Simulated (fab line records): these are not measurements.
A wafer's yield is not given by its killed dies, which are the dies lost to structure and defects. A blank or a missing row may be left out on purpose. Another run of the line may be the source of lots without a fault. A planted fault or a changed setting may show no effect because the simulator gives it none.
fab line records    flow sky130
[record] lots = 11  wafers = 33  last-day = 50
route steps=708 shown METAL1@440 VIA1@473 METAL2@483 PAD_OPEN@708
lots with no fault: from the same line, run without faults
start-h: hours from the record's opening day to when the first of the lot's shown wafers began    wait-h: hours since the lot's step before    " the same as in the row above    L1.1+2: one row covering several wafers at once    - no value, or no start given    * or withheld: withheld    < > ~ a bound
route shown NAME@n: NAME is a module with steps in the file, n the number in the route of the first one    usual: the fault-free wafers' mean and standard deviation    same: alike in all rows    chamber/n: place in a boat    sites: per-site readings    _std_site: the values' standard deviation    _edge_site: the outer-site mean with the inner-site mean subtracted    radius-mm: how far each site lies from the wafer's centre    mask NAME#n: copy n    behind: the last tool/chamber to shape the wafer    hold: why the lot was held/for how many hours/how that ended    device: whichever transistor did not switch (one of n, p or np)    end of line: the tests these same wafers got at the end of their route    a step with no rows: only its recipe    killed: at the first sort, the dies lost to defects and structure; wafer yield is something else    map: shows each die of a wafer: x if killed, . if not, _ if none is there
set.NAME: the setting the step ran with; set.NAME@STEP: the setting that earlier step ran with    model.NAME: the simulator's own value behind a step, which no gauge read
route steps across a sampled set of lots; one table per step, one row per wafer
services: from which hour (start-h, from the record's first day; less than 0 if before it) a tool's chamber was out of use, for how many hours, and why
[[steps]]
[step SKY_METAL1_THK_MEAS_06]
[recipe] thk-meas-gauge = xrf  reads = AlCu_of_METAL1_SPUTTER_02
[usual] METAL1_ALCU_THK = 248/3.2
lot.wafer  tool           chamber  start-h  wait-h  METAL1_ALCU_THK[nm]
L770.3     film-metro-03  -        764.41   0.1     244
L770.4     "              -        "        "       246
L770.5     "              -        "        "       246
L773.1     film-metro-04  -        793.16   0.1     252
L773.3     "              -        "        "       253
L773.5     "              -        "        "       250
L774.1     film-metro-04  -        799.60   0.1     249
L774.2     "              -        "        "       246
L774.3     "              -        "        "       243
L775.1     film-metro-02  -        807.20   0.1     247
L775.2     "              -        "        "       247
L775.3     "              -        "        "       253
L777.1     film-metro-02  -        823.31   0.1     247
L777.3     "              -        "        "       244
L777.4     "              -        "        "       247
L781.3     film-metro-03  -        844.78   0.1     246
L781.5     "              -        "        "       246
L781.6     "              -        "        "       245
L783.2     film-metro-04  -        865.88   0.1     250
L783.5     "              -        "        "       244
L783.6     "              -        "        "       251
L784.1     film-metro-04  -        866.77   0.1     248
L784.4     "              -        "        "       255
L784.5     "              -        "        "       252
L788.1     film-metro-03  -        899.51   0.1     245
L788.2     "              -        "        "       249
L788.6     "              -        "        "       248
L789.1     film-metro-02  -        912.91   0.1     244
L789.3     "              -        "        "       253
L789.5     "              -        "        "       244
L790.2     film-metro-02  -        917.78   0.1     254
L790.3     "              -        "        "       252
L790.5     "              -        "        "       251
[step SKY_VIA1_ETCH_15]
[recipe] target = SiO2  chemistry = C4F8/O2/Ar  target-depth-nm = 351  stop-on = TiN  mask-material = KrF-thick  source-w = 1500  bias-w = 1200  pressure-mtorr = 40  c4f8-flow-sccm = withheld  O2_flow_sccm = 6  Ar_flow_sccm = 300  time-s = 54
[usual] bias-w = 1200/3.7  chamber-pressure-mTorr = 40.00/0.032  oes-product-au = 0.979/0.0071
lot.wafer  tool         chamber  start-h  wait-h  bias-w  chamber-pressure-mTorr  oes-product-au  rf-hours-counter-h
L770.3     rie-diel-02  0        819.03   0.0     1202    40.01                   0.987           3
L770.4     "            2        "        "       1197    40.01                   0.988           1
L770.5     "            1        "        "       1208    39.97                   0.986           -
L773.1     rie-diel-01  2        846.53   0.0     1195    40.00                   0.985           13
L773.3     "            1        "        "       1205    40.02                   0.982           14
L773.5     "            0        "        "       1201    39.95                   0.974           -
L774.1     rie-diel-04  1        852.88   0.0     1199    40.03                   0.983           13
L774.2     "            2        "        "       1201    40.01                   0.980           21
L774.3     "            3        "        "       1206    40.00                   0.973           10
L775.1     rie-diel-02  2        861.08   0.0     1203    39.97                   0.974           1
L775.2     "            3        "        "       1198    40.00                   0.982           5
L775.3     "            1        "        "       1200    39.98                   0.978           10
L777.1     rie-diel-02  0        876.26   0.0     1207    39.96                   0.988           5
L777.3     "            2        "        "       1201    40.07                   0.980           2
L777.4     "            1        "        "       1202    40.05                   0.973           10
L781.3     rie-diel-02  2        897.72   0.0     1201    39.98                   0.977           2
L781.5     "            3        "        "       1203    39.98                   0.975           -
L781.6     "            2        "        "       1206    39.99                   0.985           -
L783.2     rie-diel-02  2        918.32   0.0     -       -                       -               -
L783.5     "            1        "        "       -       -                       -               -
L783.6     "            0        "        "       -       -                       -               -
L784.1     rie-diel-04  3        918.91   0.0     -       -                       -               -
L784.4     "            0        "        "       -       -                       -               -
L784.5     "            2        "        "       -       -                       -               -
L788.1     rie-diel-01  0        950.12   0.0     1198    40.01                   0.986           7
L788.2     "            1        "        "       1195    39.96                   0.974           17
L788.6     "            2        "        "       1196    40.00                   0.983           -
L789.1     rie-diel-02  1        963.36   0.0     1203    39.98                   0.982           13
L789.3     "            3        "        "       1200    40.00                   0.985           7
L789.5     "            1        "        "       1198    39.98                   0.979           -
L790.2     rie-diel-04  0        967.18   0.0     1205    40.05                   0.974           2
L790.3     "            1        "        "       1197    40.04                   0.983           16
L790.5     "            1        "        "       1198    39.98                   0.984           -
[step SKY_VIA1_STRIP_16]
[recipe] chemistry = O2/N2  power-w = 1400  pressure-mtorr = 1500  platen-temp-c = withheld  o2-flow-sccm = 3000  n2-flow-sccm = 300  overash-fraction = 0.5
[usual] drypump-motor-current-A = 5.5/0.8  o2-flow-sccm = 3000/8.6  oes-product-au = 0.416/0.0054  strip-time-to-endpoint-s = 4.469/0.029
[same] overash-fraction = 0.5
lot.wafer  tool             chamber  start-h  wait-h  drypump-motor-current-A  o2-flow-sccm  oes-product-au  rf-hours-counter-h  strip-time-to-endpoint-s
L770.3     plasma-asher-02  0        819.11   0.1     4.8                      2992          0.408           -                   4.450
L770.4     "                1        "        "       5.0                      3008          0.421           -                   4.488
L770.5     "                0        "        "       4.8                      2997          0.421           -                   4.510
L773.1     plasma-asher-02  1        846.58   0.0     5.0                      2987          0.425           101                 4.445
L773.3     "                1        "        "       5.1                      2987          0.412           -                   4.440
L773.5     "                1        "        "       5.1                      3001          0.416           -                   4.485
L774.1     plasma-asher-02  0        852.93   0.0     4.8                      3018          0.411           102                 4.449
L774.2     "                1        "        "       5.0                      3002          0.417           102                 4.451
L774.3     "                0        "        "       4.8                      3003          0.417           -                   4.440
L775.1     plasma-asher-03  0        861.13   0.0     6.5                      3006          0.406           11                  4.423
L775.2     "                1        "        "       6.7                      3002          0.419           11                  4.431
L775.3     "                0        "        "       6.5                      3008          0.409           -                   4.483
L777.1     plasma-asher-04  0        876.30   0.0     6.3                      3006          0.423           70                  4.406
L777.3     "                0        "        "       6.3                      2997          0.411           -                   4.441
L777.4     "                1        "        "       4.7                      2995          0.422           -                   4.490
L781.3     plasma-asher-03  1        897.80   0.1     6.7                      2998          0.415           -                   4.468
L781.5     "                0        "        "       6.5                      3005          0.414           -                   4.471
L781.6     "                1        "        "       6.7                      2999          0.416           -                   4.477
L783.2     plasma-asher-03  0        918.37   0.0     6.5                      3004          0.442           18                  5.195
L783.5     "                0        "        "       6.5                      3003          0.439           -                   5.211
L783.6     "                1        "        "       6.7                      3011          0.445           -                   5.177
L784.1     plasma-asher-02  0        918.96   0.0     4.8                      2982          0.443           106                 5.232
L784.4     "                1        "        "       5.1                      3014          0.446           -                   5.217
L784.5     "                0        "        "       4.8                      2995          0.451           -                   5.216
L788.1     plasma-asher-02  0        950.17   0.0     4.8                      3016          0.411           109                 4.493
L788.2     "                1        "        "       5.1                      2988          0.417           109                 4.475
L788.6     "                0        "        "       4.8                      3001          0.406           -                   4.468
L789.1     plasma-asher-03  1        963.41   0.0     6.7                      3015          0.424           23                  4.530
L789.3     "                0        "        "       6.5                      3015          0.409           -                   4.498
L789.5     "                0        "        "       6.5                      3007          0.414           -                   4.495
L790.2     plasma-asher-02  0        967.23   0.0     4.8                      2999          0.429           111                 4.526
L790.3     "                1        "        "       5.1                      2997          0.417           -                   4.480
L790.5     "                0        "        "       4.8                      2991          0.422           -                   4.486
[step SKY_METAL2_SPUTTER_00]
[recipe] material = Ti  target-thk-nm = 15  power-w = 3000  time-s = 10  chamber-pressure-pa = 0.4
[usual] throttle-valve-pct = 30.4/1.3
lot.wafer  tool            chamber  start-h  wait-h  throttle-valve-pct
L770.3     pvd-sputter-04  -        820.30   0.1     29.2
L770.4     "               -        "        "       29.4
L770.5     "               -        "        "       27.3
L773.1     pvd-sputter-01  -        848.23   0.2     30.2
L773.3     "               -        "        "       28.8
L773.5     "               -        "        "       28.8
L774.1     pvd-sputter-03  -        854.15   0.1     31.5
L774.2     "               -        "        "       32.2
L774.3     "               -        "        "       29.9
L775.1     pvd-sputter-03  -        862.35   0.2     29.7
L775.2     "               -        "        "       32.3
L775.3     "               -        "        "       29.5
L777.1     pvd-sputter-03  -        877.54   0.1     31.5
L777.3     "               -        "        "       29.7
L777.4     "               -        "        "       32.4
L781.3     pvd-sputter-03  -        899.00   0.2     29.6
L781.5     "               -        "        "       29.5
L781.6     "               -        "        "       31.2
L788.1     pvd-sputter-03  -        951.42   0.2     31.3
L788.2     "               -        "        "       29.9
L788.6     "               -        "        "       31.3
L789.1     pvd-sputter-01  -        964.64   0.2     28.9
L789.3     "               -        "        "       30.2
L789.5     "               -        "        "       29.7
L790.2     pvd-sputter-03  -        968.46   0.2     31.2
L790.3     "               -        "        "       32.5
L790.5     "               -        "        "       32.3
[step SKY_PAD_OPEN_PROBE_99]
[usual] defect-limited-yield = 82.9/2.2  killed_at_M0_to_M3 = 42/7  killed_at_M4_up = 2.8/1.8  killed-at-contacts = 24/5.8  killed-at-front-end = 15/4.8  killed-at-other = 0.3/0.56  killed-dies = 84/11  killed-on-rim = 17/4.2  killed-open = 46/7.8  killed-short = 38/6.3  sort_bin_3_pad_short = 0.8/0.43  sort_bin_5_function = 10.2/1.6  sort_bin_6_memory = 6.0/1.1  sort-n-pass = 408/11  sort-yield-pct = 82.9/2.2
[same] gross-dies = 492  killed-at-back-side = 0  sort_bin_4_leakage[%] = 0  sort_bin_8_speed[%] = 0
lot.wafer  tool       chamber  start-h  wait-h  hold                    defect-limited-yield[%]  killed_at_M0_to_M3  killed_at_M4_up  killed-at-contacts  killed-at-front-end  killed-at-other  killed-dies  killed-on-rim  killed-open  killed-short  sort_bin_3_pad_short[%]  sort_bin_5_function[%]  sort_bin_6_memory[%]  sort-n-pass  sort-yield-pct[%]
L770.3     prober-02  -        1096.45  0.2     -                       82.7                     39                  2                30                  13                   1                85           18             45           40            0.6                      12.2                    4.5                   407          82.7
L770.4     prober-02  -        1096.50  0.2     -                       84.1                     36                  2                24                  16                   0                78           18             36           42            1.0                      8.9                     5.9                   414          84.1
L770.5     prober-02  -        1096.55  0.2     -                       81.9                     47                  5                26                  10                   1                89           19             42           47            1.0                      10.4                    6.7                   403          81.9
L773.1     prober-01  -        1119.39  0.1     -                       86.2                     33                  1                20                  14                   0                68           12             36           32            0.6                      9.1                     4.1                   424          86.2
L773.3     prober-01  -        1119.49  0.2     -                       83.7                     41                  2                30                  7                    0                80           18             45           35            0.8                      8.9                     6.5                   412          83.7
L773.5     prober-01  -        1119.59  0.2     -                       83.5                     35                  2                31                  13                   0                81           17             45           36            1.2                      9.3                     5.9                   411          83.5
L774.1     prober-02  -        1122.90  0.1     -                       80.9                     56                  1                22                  15                   0                94           15             57           37            1.0                      12.0                    6.1                   398          80.9
L774.2     prober-02  -        1122.95  0.1     -                       83.5                     34                  4                25                  18                   0                81           15             53           28            0.6                      11.0                    4.9                   411          83.5
L774.3     prober-02  -        1123.00  0.2     -                       83.5                     35                  2                32                  12                   0                81           11             42           39            0.6                      10.0                    5.9                   411          83.5
L775.1     prober-01  -        1127.05  0.1     -                       83.9                     44                  2                18                  14                   1                79           12             48           30            0.6                      9.3                     6.1                   413          83.9
L775.2     prober-01  -        1127.10  0.1     -                       84.3                     47                  1                22                  6                    1                77           16             43           33            0.4                      9.8                     5.5                   415          84.3
L775.3     prober-01  -        1127.15  0.2     -                       79.7                     54                  3                23                  18                   2                100          13             60           39            0.4                      12.4                    7.5                   392          79.7
L777.1     prober-01  -        1140.01  0.1     -                       82.7                     43                  4                23                  15                   0                85           15             43           42            1.4                      10.4                    5.5                   407          82.7
L777.3     prober-01  -        1140.11  0.2     -                       80.9                     43                  6                33                  12                   0                94           12             51           43            0.2                      11.0                    7.9                   398          80.9
L777.4     prober-01  -        1140.16  0.2     -                       82.1                     35                  1                27                  25                   0                88           14             50           38            0.6                      10.8                    6.5                   404          82.1
L781.3     prober-01  -        1157.71  0.2     -                       83.7                     37                  2                30                  9                    2                80           18             49           31            0.6                      9.6                     6.1                   412          83.7
L781.5     prober-01  -        1157.81  0.2     -                       82.5                     46                  5                21                  12                   2                86           18             46           38            1.2                      9.8                     6.5                   406          82.5
L781.6     prober-01  -        1157.86  0.2     -                       81.7                     43                  1                30                  15                   1                90           19             52           37            1.0                      12.0                    5.3                   402          81.7
L783.2     prober-01  -        1170.64  0.1     await-dispo/4.9h/scrap  0                        444                 4                30                  14                   0                492          96             47           47            1.8                      93.1                    5.1                   0            0
L783.5     prober-01  -        1170.79  0.2     await-dispo/4.9h/scrap  0                        450                 2                24                  16                   0                492          96             41           40            0.8                      93.3                    5.9                   0            0
L783.6     prober-01  -        1170.84  0.2     await-dispo/4.9h/scrap  0                        464                 2                16                  10                   0                492          96             38           29            0.6                      93.7                    5.7                   0            0
L784.1     prober-02  -        1170.94  0.1     await-dispo/2.6h/scrap  0                        446                 3                27                  15                   1                492          96             35           39            1.0                      95.5                    3.5                   0            0
L784.4     prober-02  -        1171.09  0.2     await-dispo/2.6h/scrap  0                        452                 3                22                  15                   0                492          96             50           31            0.4                      93.5                    6.1                   0            0
L784.5     prober-02  -        1171.14  0.2     await-dispo/2.6h/scrap  0                        452                 1                26                  13                   0                492          96             37           39            0.6                      94.5                    4.9                   0            0
L788.1     prober-02  -        1192.16  0.1     -                       81.3                     41                  5                32                  14                   0                92           17             43           49            1.0                      10.8                    6.9                   400          81.3
L788.2     prober-02  -        1192.21  0.1     -                       80.5                     39                  4                31                  22                   0                96           23             61           34            0.4                      12.2                    6.9                   396          80.5
L788.6     prober-02  -        1192.41  0.2     -                       79.9                     41                  8                31                  19                   0                99           13             45           54            1.0                      12.0                    7.1                   393          79.9
L789.1     prober-01  -        1201.60  0.1     -                       82.1                     36                  4                26                  22                   0                88           15             44           44            0.8                      10.0                    7.1                   404          82.1
L789.3     prober-01  -        1201.70  0.2     -                       80.5                     58                  1                21                  15                   1                96           22             52           44            0.8                      11.6                    7.1                   396          80.5
L789.5     prober-01  -        1201.80  0.2     -                       82.3                     46                  4                19                  16                   2                87           21             49           36            0.4                      11.2                    6.1                   405          82.3
L790.2     prober-02  -        1203.45  0.1     -                       82.3                     42                  3                25                  17                   0                87           16             54           33            1.2                      10.2                    6.3                   405          82.3
L790.3     prober-02  -        1203.50  0.2     -                       82.9                     42                  1                30                  11                   0                84           14             43           41            1.2                      9.3                     6.5                   408          82.9
L790.5     prober-02  -        1203.60  0.2     -                       82.7                     43                  8                24                  10                   0                85           15             46           39            0.6                      10.2                    6.5                   407          82.7
// killed by level:class
L770.3 VIA3:geometric-particle:open=8 LOCAL_INTERCONNECT:geometric-particle:short=7 VIA1:geometric-particle:open=7 VIA2:geometric-particle:open=7 LI_CONTACT:geometric-particle:open=6 CONTACT:geometric-particle:open=6 FIELD_ISO:geometric-particle:short=5 FIELD_ISO:geometric-particle:open=5
L770.4 CONTACT:geometric-particle:open=8 VIA1:geometric-particle:open=6 FIELD_ISO:geometric-particle:short=5 LI_CONTACT:geometric-particle:open=5 CONTACT:geometric-particle:short=5 METAL1:geometric-particle:short=5 VIA3:geometric-particle:short=5 VIA3:geometric-particle:open=4
L770.5 VIA3:geometric-particle:open=12 CONTACT:geometric-particle:short=8 LI_CONTACT:geometric-particle:open=7 CONTACT:geometric-particle:open=6 VIA1:geometric-particle:short=6 METAL1:geometric-particle:short=5 VIA2:geometric-particle:open=5 METAL4:geometric-particle:short=5
L773.1 VIA1:geometric-particle:open=9 POLY_GATE:geometric-particle:open=6 METAL2:geometric-particle:short=6 LI_CONTACT:geometric-particle:open=5 CONTACT:geometric-particle:open=5 FIELD_ISO:geometric-particle:short=4 CONTACT:geometric-particle:short=4 VIA3:geometric-particle:open=4
L773.3 VIA1:geometric-particle:open=18 CONTACT:geometric-particle:open=9 LI_CONTACT:geometric-particle:open=7 CONTACT:geometric-particle:short=7 LOCAL_INTERCONNECT:geometric-particle:short=5 METAL2:geometric-particle:short=5 METAL1:geometric-particle:short=4 VIA1:geometric-particle:short=4
L773.5 CONTACT:geometric-particle:open=10 LI_CONTACT:geometric-particle:open=10 METAL1:geometric-particle:short=9 VIA1:geometric-particle:open=9 LI_CONTACT:geometric-particle:short=6 POLY_GATE:geometric-particle:open=5 FIELD_ISO:geometric-particle:short=4 CONTACT:geometric-particle:short=4
L774.1 VIA1:geometric-particle:open=17 VIA2:geometric-particle:open=9 CONTACT:geometric-particle:open=7 LI_CONTACT:geometric-particle:open=6 METAL1:geometric-particle:short=6 VIA3:geometric-particle:open=6 CONTACT:geometric-particle:short=5 METAL3:geometric-particle:short=5
L774.2 VIA1:geometric-particle:open=11 VIA2:geometric-particle:open=10 CONTACT:geometric-particle:open=9 LI_CONTACT:geometric-particle:open=8 CONTACT:geometric-particle:short=6 FIELD_ISO:geometric-particle:open=5 FIELD_ISO:geometric-particle:short=3 SONOS_ONO:geometric-particle:short=3
L774.3 CONTACT:geometric-particle:open=12 VIA1:geometric-particle:open=9 VIA2:geometric-particle:open=8 LI_CONTACT:geometric-particle:short=6 VIA1:geometric-particle:short=6 LI_CONTACT:geometric-particle:open=5 LOCAL_INTERCONNECT:geometric-particle:short=5 POLY_GATE:geometric-particle:open=3
L775.1 VIA1:geometric-particle:open=14 LI_CONTACT:geometric-particle:open=6 VIA2:geometric-particle:open=6 VIA3:geometric-particle:open=6 CONTACT:geometric-particle:open=5 METAL2:geometric-particle:short=5 FIELD_ISO:geometric-particle:open=4 VIA1:geometric-particle:short=4
L775.2 VIA1:geometric-particle:open=11 VIA3:geometric-particle:open=9 LI_CONTACT:geometric-particle:open=7 CONTACT:geometric-particle:open=6 METAL2:geometric-particle:short=6 LI_CONTACT:geometric-particle:short=5 VIA1:geometric-particle:short=5 VIA2:geometric-particle:open=5
L775.3 VIA1:geometric-particle:open=14 CONTACT:geometric-particle:open=11 VIA3:geometric-particle:open=9 METAL1:geometric-particle:short=7 VIA1:geometric-particle:short=7 LI_CONTACT:geometric-particle:open=6 FIELD_ISO:geometric-particle:open=5 VIA2:geometric-particle:open=5
L777.1 VIA1:geometric-particle:open=10 LI_CONTACT:geometric-particle:open=6 VIA1:geometric-particle:short=6 LOCAL_INTERCONNECT:geometric-particle:short=6 POLY_GATE:geometric-particle:short=5 CONTACT:geometric-particle:open=5 VIA3:geometric-particle:open=5 FIELD_ISO:geometric-particle:short=4
L777.3 CONTACT:geometric-particle:open=11 VIA3:geometric-particle:open=10 LI_CONTACT:geometric-particle:open=8 VIA1:geometric-particle:open=8 VIA3:geometric-particle:short=7 LI_CONTACT:geometric-particle:short=6 FIELD_ISO:geometric-particle:open=5 METAL1:geometric-particle:short=5
L777.4 CONTACT:geometric-particle:open=18 POLY_GATE:geometric-particle:short=7 VIA1:geometric-particle:open=6 METAL1:geometric-particle:short=6 POLY_GATE:geometric-particle:open=5 METAL2:geometric-particle:short=5 FIELD_ISO:geometric-particle:open=4 VIA2:geometric-particle:open=4
L781.3 CONTACT:geometric-particle:open=12 VIA1:geometric-particle:open=9 LI_CONTACT:geometric-particle:open=8 VIA3:geometric-particle:open=7 CONTACT:geometric-particle:short=6 VIA1:geometric-particle:short=5 POLY_GATE:geometric-particle:short=3 METAL1:geometric-particle:short=3
L781.5 VIA1:geometric-particle:open=15 VIA2:geometric-particle:open=9 VIA3:geometric-particle:open=6 CONTACT:geometric-particle:short=5 CONTACT:geometric-particle:open=5 LOCAL_INTERCONNECT:geometric-particle:short=4 LI_CONTACT:geometric-particle:short=3 LI_CONTACT:geometric-particle:open=3
L781.6 VIA1:geometric-particle:open=13 LI_CONTACT:geometric-particle:open=10 LOCAL_INTERCONNECT:geometric-particle:short=7 FIELD_ISO:geometric-particle:open=6 CONTACT:geometric-particle:short=6 CONTACT:geometric-particle:open=6 METAL1:geometric-particle:short=6 VIA3:geometric-particle:open=6
L783.2 VIA1:area-etch=397 VIA1:geometric-particle:open=14 LOCAL_INTERCONNECT:geometric-particle:short=10 CONTACT:geometric-particle:open=9 VIA2:geometric-particle:short=6 LI_CONTACT:geometric-particle:open=6 VIA3:geometric-particle:open=6 METAL2:geometric-particle:short=5
L783.5 VIA1:area-etch=411 CONTACT:geometric-particle:open=8 VIA1:geometric-particle:open=8 LOCAL_INTERCONNECT:geometric-particle:short=6 VIA2:geometric-particle:open=6 POLY_GATE:geometric-particle:open=5 POLY_GATE:geometric-particle:short=5 METAL1:geometric-particle:short=5
L783.6 VIA1:area-etch=424 VIA1:geometric-particle:open=11 CONTACT:geometric-particle:short=7 LI_CONTACT:geometric-particle:open=5 VIA1:geometric-particle:short=5 VIA3:geometric-particle:open=5 VIA3:geometric-particle:short=4 METAL2:geometric-particle:short=4
L784.1 VIA1:area-etch=418 CONTACT:geometric-particle:open=10 LOCAL_INTERCONNECT:geometric-particle:short=6 LI_CONTACT:geometric-particle:open=5 VIA1:geometric-particle:open=5 METAL1:geometric-particle:short=4 VIA1:geometric-particle:short=4 VIA2:geometric-particle:open=4
L784.4 VIA1:area-etch=411 CONTACT:geometric-particle:open=11 VIA1:geometric-particle:open=10 VIA1:geometric-particle:short=7 VIA3:geometric-particle:open=7 VIA2:geometric-particle:open=7 LI_CONTACT:geometric-particle:open=6 POLY_GATE:geometric-particle:open=5
L784.5 VIA1:area-etch=416 VIA1:geometric-particle:open=12 CONTACT:geometric-particle:short=8 LI_CONTACT:geometric-particle:open=7 CONTACT:geometric-particle:open=5 VIA3:geometric-particle:open=5 LI_CONTACT:geometric-particle:short=4 VIA2:geometric-particle:short=4
L788.1 LI_CONTACT:geometric-particle:open=7 CONTACT:geometric-particle:open=7 CONTACT:geometric-particle:short=7 VIA1:geometric-particle:open=7 LOCAL_INTERCONNECT:geometric-particle:short=6 VIA3:geometric-particle:open=6 FIELD_ISO:geometric-particle:open=5 LI_CONTACT:geometric-particle:short=5
L788.2 CONTACT:geometric-particle:open=15 VIA1:geometric-particle:open=10 VIA2:geometric-particle:open=10 LI_CONTACT:geometric-particle:open=7 POLY_GATE:geometric-particle:open=5 LOCAL_INTERCONNECT:geometric-particle:short=4 CONTACT:geometric-particle:short=4 VIA1:geometric-particle:short=4
L788.6 METAL2:geometric-particle:short=8 VIA3:geometric-particle:open=8 CONTACT:geometric-particle:short=7 LI_CONTACT:geometric-particle:open=7 CONTACT:geometric-particle:open=7 FIELD_ISO:geometric-particle:open=6 METAL3:geometric-particle:short=6 POLY_GATE:geometric-particle:open=5
L789.1 CONTACT:geometric-particle:open=9 METAL1:geometric-particle:short=9 LI_CONTACT:geometric-particle:open=7 FIELD_ISO:geometric-particle:short=6 VIA2:geometric-particle:open=6 LOCAL_INTERCONNECT:geometric-particle:short=5 VIA1:geometric-particle:short=5 FIELD_ISO:geometric-particle:open=4
L789.3 VIA1:geometric-particle:open=11 VIA3:geometric-particle:open=11 METAL1:geometric-particle:short=8 VIA2:geometric-particle:open=7 CONTACT:geometric-particle:open=6 CONTACT:geometric-particle:short=6 METAL2:geometric-particle:short=6 LI_CONTACT:geometric-particle:open=4
L789.5 METAL1:geometric-particle:short=11 VIA1:geometric-particle:open=11 CONTACT:geometric-particle:open=9 LI_CONTACT:geometric-particle:open=6 VIA3:geometric-particle:open=6 POLY_GATE:geometric-particle:short=5 FIELD_ISO:geometric-particle:short=4 FIELD_ISO:geometric-particle:open=4
L790.2 LI_CONTACT:geometric-particle:open=10 VIA1:geometric-particle:open=8 FIELD_ISO:geometric-particle:open=7 VIA1:geometric-particle:short=7 VIA2:geometric-particle:open=7 CONTACT:geometric-particle:short=5 CONTACT:geometric-particle:open=5 METAL2:geometric-particle:open=4
L790.3 LI_CONTACT:geometric-particle:open=10 VIA1:geometric-particle:open=8 CONTACT:geometric-particle:open=7 METAL1:geometric-particle:short=7 FIELD_ISO:geometric-particle:open=5 METAL2:geometric-particle:short=5 LOCAL_INTERCONNECT:geometric-particle:short=4 CONTACT:geometric-particle:short=4
L790.5 VIA1:geometric-particle:open=11 CONTACT:geometric-particle:open=8 METAL2:geometric-particle:short=8 VIA2:geometric-particle:open=8 LI_CONTACT:geometric-particle:open=6 VIA1:geometric-particle:short=5 CONTACT:geometric-particle:short=4 METAL4:geometric-particle:short=4
[[services]]
tool             chamber  start-h  hours  kind
pvd-sputter-03   -        802.28   6.8    repair
rie-diel-01      -        803.53   0.2    repair
plasma-asher-02  -        805.37   1.3    repair
plasma-asher-03  -        806.11   4.6    repair
rie-diel-02      3        806.26   4.5    repair
rie-diel-04      -        807.03   14.6   pm
plasma-asher-04  -        822.80   3.4    repair
pvd-sputter-04   -        826.72   8.1    repair
pvd-sputter-01   -        830.68   1.8    repair
rie-diel-04      0        835.25   19.0   repair
rie-diel-02      0        839.65   5.1    repair
pvd-sputter-04   -        857.37   13.4   repair
plasma-asher-02  -        880.67   14.6   pm
pvd-sputter-01   -        884.84   0.6    repair
pvd-sputter-04   -        896.00   9.3    repair
pvd-sputter-04   -        896.28   6.1    repair
plasma-asher-02  -        897.25   16.6   repair
rie-diel-01      2        899.05   6.9    repair
rie-diel-01      1        906.12   6.2    repair
rie-diel-02      2        930.38   1.9    repair
rie-diel-01      3        948.25   13.8   repair
pvd-sputter-01   -        948.57   15.8   repair
rie-diel-04      -        956.11   2.8    pm
rie-diel-02      1        965.91   11.0   repair
[[key]]
[first-sign] step = SKY_VIA1_ETCH_15  reading = tool-record  direction = missing
[effect] step = SKY_VIA1_STRIP_16  reading = strip-time-to-endpoint-s  direction = up  sigmas = 25  usual = *  struck = *
[effect] step = SKY_PAD_OPEN_PROBE_99  reading = killed_at_M0_to_M3  direction = up  sigmas = 59  usual = 42  struck = 451
[more-kills-born-at] SKY_VIA1_ETCH_15@rie-diel-04 = 1245  SKY_VIA1_ETCH_15@rie-diel-02 = 1232
met-at SKY_VIA1_ETCH_15
struck-lots L783,L784
later-rows-left-out L783.2,L783.5,L783.6,L784.1,L784.4,L784.5
not-acting-at SKY_METAL1_THK_MEAS_06,SKY_METAL2_SPUTTER_00
onset-between 897.72 918.32
[fault] kind = skipped-step-whole  tool = rie-diel-02,rie-diel-04  chamber = -  onset-h = 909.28  steps = SKY_VIA1_ETCH_15  scope = struck-lots-only
// later-rows-left-out: the simulator's readings of these wafers behind a module that went badly wrong aren't trusted and aren't shown, but for the sort
